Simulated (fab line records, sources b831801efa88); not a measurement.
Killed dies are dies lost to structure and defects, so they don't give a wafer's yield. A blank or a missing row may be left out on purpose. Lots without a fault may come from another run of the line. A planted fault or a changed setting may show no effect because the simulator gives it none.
fab line records | flow sky130
record lots=14 wafers=42 last_day=50
route steps=708 shown VIA4@642 METAL5@674 PASSIVATION@681
lots that met no fault: from a run of the same line without faults
start_h: hours from the record's first day to the start of the lot's first wafer shown | wait_h: hours since the lot's step before | " the same as in the row above | L1.1+2: a row that stands for several wafers | - no value, or no start given | * or withheld: withheld | < > ~ a bound
route shown NAME@n: a module of which the file shows steps, and the number in the route of the first | usual: mean/standard deviation of fault-free wafers | same: alike in all rows | chamber/n: place in a boat | sites: the reading at each site | _std_site: their standard deviation | _edge_site: outer sites' mean less inner sites' | radius_mm: how far each site lies from the wafer's centre | mask NAME#n: copy n | behind: the tool/chamber that last shaped the wafer | hold: why the lot was held/for how many hours/how that ended | device: the transistor (n, p or np) that didn't switch | end of line: the same wafers' tests at the end of the route | a step without rows: its recipe alone | killed: dies lost to structure and defects at the first sort, not the wafer's yield | map: a wafer's dies, x killed, . not, _ none there
set.NAME: the setting as run; set.NAME@STEP: as run at that earlier step | model.NAME: the simulator's own value behind a step, which no gauge read
steps of the route over a sample of lots; a table a step, a row a wafer
services: from which hour (start_h, from the record's first day; less than 0 if before it) a tool's chamber was out of use, for how many hours, and why
## steps
# step SKY_VIA4_BOW_MEAS_03
# recipe mode=bow
# usual VIA4_BOW=80/8.2
# columns lot.wafer tool chamber start_h wait_h VIA4_BOW[um]
L497.2 film_metro-01 - 1005.24 0.3 80
L497.3 " - " " 79
L497.4 " - " " 85
L499.3 film_metro-04 - 1017.67 0.2 79
L499.4 " - " " 87
L499.5 " - " " 66
L501.3 film_metro-01 - 1035.93 0.3 78
L501.4 " - " " 68
L501.5 " - " " 70
L502.1 film_metro-01 - 1037.28 0.2 71
L502.2 " - " " 84
L502.4 " - " " 70
L503.4 film_metro-04 - 1041.23 0.2 76
L503.5 " - " " 68
L503.6 " - " " 82
L504.1 film_metro-04 - 1052.62 0.2 83
L504.3 " - " " 80
L504.6 " - " " 78
L505.3 film_metro-04 - 1060.09 0.2 87
L505.4 " - " " 89
L505.6 " - " " 90
L508.1 film_metro-04 - 1078.72 0.1 77
L508.4 " - " " 87
L508.6 " - " " 77
L509.1 film_metro-04 - 1081.67 0.2 78
L509.2 " - " " 79
L509.5 " - " " 92
L510.2 film_metro-01 - 1090.47 0.2 63
L510.4 " - " " 65
L510.5 " - " " 71
L511.2 film_metro-02 - 1092.18 0.1 97
L511.3 " - " " 83
L511.5 " - " " 91
L513.1 film_metro-04 - 1102.36 0.2 85
L513.4 " - " " 69
L513.5 " - " " 68
L515.3 film_metro-02 - 1120.59 0.1 87
L515.5 " - " " 102
L515.6 " - " " 83
L516.2 film_metro-04 - 1123.66 0.2 74
L516.4 " - " " 80
L516.5 " - " " 94
# step SKY_VIA4_STRIP_13
# recipe chemistry=O2/N2 power_w=1400 pressure_mtorr=1500 platen_temp_c=withheld o2_flow_sccm=3000 n2_flow_sccm=300 overash_fraction=0.5
# usual drypump_motor_current_A=5.81/0.23 oes_product_au=0.710/0.0044 strip_time_to_endpoint_s=12.80/0.032
# columns lot.wafer tool chamber start_h wait_h drypump_motor_current_A oes_product_au rf_hours_counter_h strip_time_to_endpoint_s
L497.2 plasma_asher-03 1 1027.83 - 5.60 0.702 87 12.81
L497.3 " 1 " " 5.59 0.712 - 12.80
L497.4 " 0 " " 5.32 0.710 - 12.81
L499.3 plasma_asher-01 1 1041.05 - 5.80 0.711 - 12.81
L499.4 " 0 " " 5.98 0.708 - 12.84
L499.5 " 0 " " 5.97 0.710 - 12.78
L501.3 plasma_asher-01 1 1058.55 - 5.79 0.710 - 12.83
L501.4 " 0 " " 5.99 0.718 - 12.80
L501.5 " 1 " " 5.75 0.709 - 12.81
L502.1 plasma_asher-03 1 1060.55 - 5.65 0.701 91 12.83
L502.2 " 0 " " 5.31 0.711 91 12.82
L502.4 " 0 " " 5.31 0.702 - 12.78
L503.4 plasma_asher-01 1 1063.70 - 5.82 0.709 - 12.82
L503.5 " 0 " " 5.99 0.704 - 12.83
L503.6 " 1 " " 5.81 0.706 - 12.78
L504.1 plasma_asher-03 0 1073.53 - 5.33 0.708 93 12.79
L504.3 " 1 " " 5.62 0.703 - 12.78
L504.6 " 0 " " 5.34 0.711 - 12.83
L505.3 plasma_asher-01 1 1082.15 - 5.80 0.702 - 12.81
L505.4 " 0 " " 5.96 0.713 - 12.78
L505.6 " 1 " " 5.81 0.710 - 12.82
L508.1 plasma_asher-02 0 1100.10 - 6.09 0.709 4 12.76
L508.4 " 1 " " 5.59 0.706 - 12.85
L508.6 " 1 " " 5.59 0.710 - 12.80
L509.1 plasma_asher-02 1 1102.15 - 5.59 0.707 4 12.80
L509.2 " 0 " " 6.06 0.710 4 12.79
L509.5 " 0 " " 6.15 0.708 - 12.80
L510.2 plasma_asher-01 0 1111.48 - 5.98 0.710 37 12.80
L510.4 " 0 " " 6.01 0.705 - 12.82
L510.5 " 1 " " 5.82 0.711 - 12.81
L511.2 plasma_asher-01 0 1112.58 - 5.98 0.704 37 12.84
L511.3 " 0 " " 5.98 0.704 - 12.87
L511.5 " 0 " " 6.00 0.716 - 12.82
L513.1 plasma_asher-01 1 1122.07 - 5.80 0.714 38 12.82
L513.4 " 1 " " 5.79 0.706 - 12.79
L513.5 " 1 " " 5.80 0.706 - 12.80
L515.3 plasma_asher-01 1 1140.23 - 5.77 0.708 - 12.80
L515.5 " 0 " " 5.97 0.712 - 12.80
L515.6 " 1 " " 5.76 0.714 - 12.78
L516.2 plasma_asher-02 1 1143.33 - 5.60 0.714 9 12.79
L516.4 " 0 " " 6.03 0.717 - 12.79
L516.5 " 1 " " 5.58 0.707 - 12.79
# step SKY_METAL5_DEVELOP_13
# recipe resist=NOVOLAK developer=TMAH develop_time_s=60 dev_temp_c=23
# usual chill_plate_temp_C=22.99/0.1 develop_time_s=60/0 developer_temp_C=22.97/0.11 exhaust_pa=44.9/0.82
# columns lot.wafer tool chamber start_h wait_h chill_plate_temp_C develop_time_s developer_temp_C exhaust_pa
L497.2 litho_track-01 0 1052.42 0.1 23.12 60 22.92 44.5
L497.3 " 0 " " 23.09 60 22.92 43.9
L497.4 " 0 " " 23.04 60 22.92 44.1
L499.3 litho_track-03 0 1065.26 0.1 23.01 60 22.98 44.4
L499.4 " 0 " " 22.90 60 22.90 43.9
L499.5 " 0 " " 23.01 60 23.17 42.9
L501.3 litho_track-04 0 1081.86 0.1 23.04 60 22.91 44.5
L501.4 " 0 " " 23.09 60 22.85 44.7
L501.5 " 0 " " 23.07 60 22.90 44.7
L502.1 litho_track-03 0 1082.96 0.1 23.02 60 23.06 45.2
L502.2 " 0 " " 22.96 60 23.09 45.5
L502.4 " 0 " " 22.94 60 23.31 45.9
L503.4 litho_track-01 0 1087.82 0.1 23.06 60 23.00 44.4
L503.5 " 0 " " 23.09 60 22.89 45.5
L503.6 " 0 " " 23.07 60 22.98 44.6
L504.1 litho_track-04 0 1096.66 0.1 23.04 60 23.19 44.4
L504.3 " 0 " " 23.07 60 23.03 43.1
L504.6 " 0 " " 23.04 60 23.01 44.2
L505.3 litho_track-01 0 1105.19 0.1 22.97 60 23.05 44.0
L505.4 " 0 " " 23.05 60 22.95 45.5
L505.6 " 0 " " 22.90 60 23.01 44.8
L508.1 litho_track-03 0 1121.51 0.1 22.91 60 22.90 44.7
L508.4 " 0 " " 23.00 60 22.73 44.2
L508.6 " 0 " " 22.99 60 22.96 45.2
L509.1 litho_track-04 0 1124.21 0.1 22.97 60 23.01 45.5
L509.2 " 0 " " 22.94 60 22.86 45.4
L509.5 " 0 " " 22.96 60 22.92 45.4
L510.2 litho_track-03 0 1133.84 0.1 23.11 60 23.22 43.9
L510.4 " 0 " " 23.02 60 22.98 44.3
L510.5 " 0 " " 23.02 60 22.96 45.3
L511.2 litho_track-04 0 1134.48 0.1 23.04 60 22.95 46.4
L511.3 " 0 " " 23.09 60 22.80 44.8
L511.5 " 0 " " 22.97 60 22.85 44.8
L513.1 litho_track-01 0 1143.19 0.1 23.16 60 22.84 44.7
L513.4 " 0 " " 23.10 60 22.92 44.7
L513.5 " 0 " " 23.08 60 22.91 45.0
L515.3 litho_track-03 - 1160.61 0.1 - - - -
L515.5 " - " " - - - -
L515.6 " - " " - - - -
L516.2 litho_track-01 - 1164.17 0.1 - - - -
L516.4 " - " " - - - -
L516.5 " - " " - - - -
# step SKY_PASSIVATION_CVD_00
# recipe material=SiO2 target_thk_nm=90 temp_c=400 time_s=withheld rf_w=600
# usual heater_power_w=672/82
# columns lot.wafer tool chamber start_h wait_h heater_power_w
L497.2 pecvd-02 2 1053.41 0.0 837
L497.3 " 0 " " 673
L497.4 " 0 " " 674
L499.3 pecvd-02 1 1066.22 0.0 769
L499.4 " 2 " " 799
L499.5 " 0 " " 593
L501.3 pecvd-01 0 1082.83 0.0 663
L501.4 " 0 " " 687
L501.5 " 1 " " 804
L502.1 pecvd-02 0 1083.97 0.0 657
L502.2 " 2 " " 819
L502.4 " 1 " " 784
L503.4 pecvd-04 1 1088.76 0.0 613
L503.5 " 0 " " 580
L503.6 " 2 " " 674
L504.1 pecvd-04 2 1097.67 0.0 635
L504.3 " 0 " " 572
L504.6 " 0 " " 569
L505.3 pecvd-01 2 1106.20 0.0 615
L505.4 " 0 " " 753
L505.6 " 2 " " 600
L508.1 pecvd-02 2 1122.55 0.0 728
L508.4 " 0 " " 632
L508.6 " 1 " " 773
L509.1 pecvd-04 1 1125.26 0.0 631
L509.2 " 0 " " 542
L509.5 " 2 " " 658
L510.2 pecvd-02 0 1134.83 0.0 717
L510.4 " 2 " " 795
L510.5 " 1 " " 762
L511.2 pecvd-04 1 1135.47 0.0 564
L511.3 " 2 " " 702
L511.5 " 0 " " 529
L513.1 pecvd-04 0 1144.20 0.0 615
L513.4 " 2 " " 649
L513.5 " 1 " " 535
## services
# columns tool chamber start_h hours kind
pecvd-02 - 1004.69 5.5 pm
pecvd-02 1 1016.10 - clean
pecvd-02 1 1016.10 - consumable_replace:showerhead
pecvd-02 1 1016.10 29.0 scheduled_down
pecvd-02 1 1016.10 29.0 vent_cycle
pecvd-04 - 1016.47 2.4 repair
plasma_asher-02 - 1022.13 9.5 pm
pecvd-04 1 1034.06 3.6 repair
plasma_asher-02 - 1037.67 7.3 repair
plasma_asher-02 - 1055.32 9.0 pm
plasma_asher-02 0 1055.32 9.0 vent_cycle
plasma_asher-02 1 1055.32 9.0 vent_cycle
plasma_asher-02 0 1064.32 - clean
plasma_asher-02 1 1064.32 - clean
plasma_asher-01 - 1070.97 6.3 repair
plasma_asher-03 - 1077.42 73.7 repair
litho_track-03 - 1095.51 - consumable_replace:filter
pecvd-02 - 1105.72 3.4 repair
pecvd-02 1 1132.36 2.1 scheduled_down
plasma_asher-03 - 1139.50 0.3 repair
litho_track-03 - 1147.20 - consumable_replace:filter
pecvd-02 0 1154.67 5.5 scheduled_down
pecvd-02 1 1160.93 5.0 scheduled_down
pecvd-01 1 1161.40 14.9 repair
## key
first_sign step=SKY_METAL5_DEVELOP_13 reading=tool_record direction=missing
effect none on later readings
met_at SKY_METAL5_DEVELOP_13
struck_lots L515,L516
later_rows_left_out L515.3,L515.5,L515.6,L516.2,L516.4,L516.5
sort_left_out L515.3,L515.5,L515.6,L516.2,L516.4,L516.5
not_acting_at SKY_VIA4_BOW_MEAS_03,SKY_VIA4_STRIP_13,SKY_PASSIVATION_CVD_00
onset_between 1143.19 1160.61
fault kind=skipped_step_whole tool=litho_track-01,litho_track-03 chamber=- onset_h=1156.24 steps=SKY_METAL5_DEVELOP_13 scope=struck_lots_only
# sort_left_out: the simulated sort isn't trusted on such a fault, so these wafers' sort isn't shown, and their yield isn't known
# later_rows_left_out: the simulator's readings of these wafers behind a module that went badly wrong aren't trusted and aren't shown, but for the sort
